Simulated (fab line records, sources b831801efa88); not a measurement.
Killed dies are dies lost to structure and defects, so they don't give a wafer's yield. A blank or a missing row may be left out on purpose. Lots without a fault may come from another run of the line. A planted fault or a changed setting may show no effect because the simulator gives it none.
Problem report in the 8D (eight disciplines) form, filled by code | flow sky130 | the parts of the form that need people (team, actions taken, sign-off) are left out

1. THE PROBLEM
beam_on_s at SKY_LDD_HVN_IMPLANT_08 reads a mean of 10.91 s on 1 wafer of 1 lot; wafers without a fault read 9.98 s with a standard deviation of 0.21. That is +4.4 standard deviations from the usual mean.
First seen on wafer L984.5, day 26 08:51, on implanter-01. The record holds 34 wafers of 12 lots with a number at this step. Rule for "out", or "out of limits": more than 4 standard deviations from the usual mean. The other wafers with a number count as sound.

2. WHAT IT IS AND WHAT IT IS NOT
question                    | is                            | is not
which readings at this step | beam_on_s, faraday_current_uA | beam_energy_keV
which lots                  | L984                          | L969, L970, L972, L973, L974, L979, L980, L987, L988, L989, L991
which wafers of those lots  | all that have a number        | -
read on which tools         | implanter-01                  | implanter-03, implanter-04
when                        | from day 26 08:51             | up to then (21 sound wafers); but 12 sound wafers of L987, L988, L989, L991 came after

3. SUSPECTS, AND WHAT RULES EACH OUT
Counting: a tool at a process step up to the reading stays a suspect if it ran every lot that is out and no sound lot after the first of them.
- implanter-01 at SKY_LDD_HVN_IMPLANT_08: kept. It ran the lot that is out, L984 (day 26 08:51), and no sound lot after that; its last sound lot up to then is L979 (day 24 10:16). Its own readings are out on those wafers: beam_on_s, faraday_current_uA.
Left after counting: implanter-01 at SKY_LDD_HVN_IMPLANT_08.

4. THE CAUSE (what the simulator had put in)
Process parameter drift: implanter-01, from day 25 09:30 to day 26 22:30, at SKY_LDD_HVN_IMPLANT_08. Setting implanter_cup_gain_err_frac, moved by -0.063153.
Counting left only this tool.

5. THE CHAIN OF EFFECTS, in route order
Each row: a reading whose mean over the struck wafers that have a number lies more than 3 standard deviations from the usual. Only readings for which the record gives a usual standard deviation are gone through. hours: the time from each lot's start at the first step in this table that gives one to its start at this step, as a median over the lots. sigmas: the change in usual standard deviations.
hours | step                   | reading            | usual  | on struck wafers | change | sigmas
0     | SKY_LDD_HVN_IMPLANT_08 | beam_on_s          | 9.98 s | 10.91            | +0.93  | +4.4
0     | SKY_LDD_HVN_IMPLANT_08 | faraday_current_uA | 170    | 155              | -15    | -4.3
0     | SKY_LDD_HVN_TW_MEAS_10 | LDD_HVN_TW         | 1440   | 1484             | +44    | +3.7
The process steps in it:
- SKY_LDD_HVN_IMPLANT_08
Later measuring or inspecting steps at which every struck wafer that the step has a row for has a number for every such reading, and none has moved that far: SKY_VIA1_OVL_MEAS_13.

6. WHAT WOULD HAVE CAUGHT IT SOONER
In this record the first reading out of limits was taken at day 26 08:51, 23 hours after the fault began at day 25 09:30.
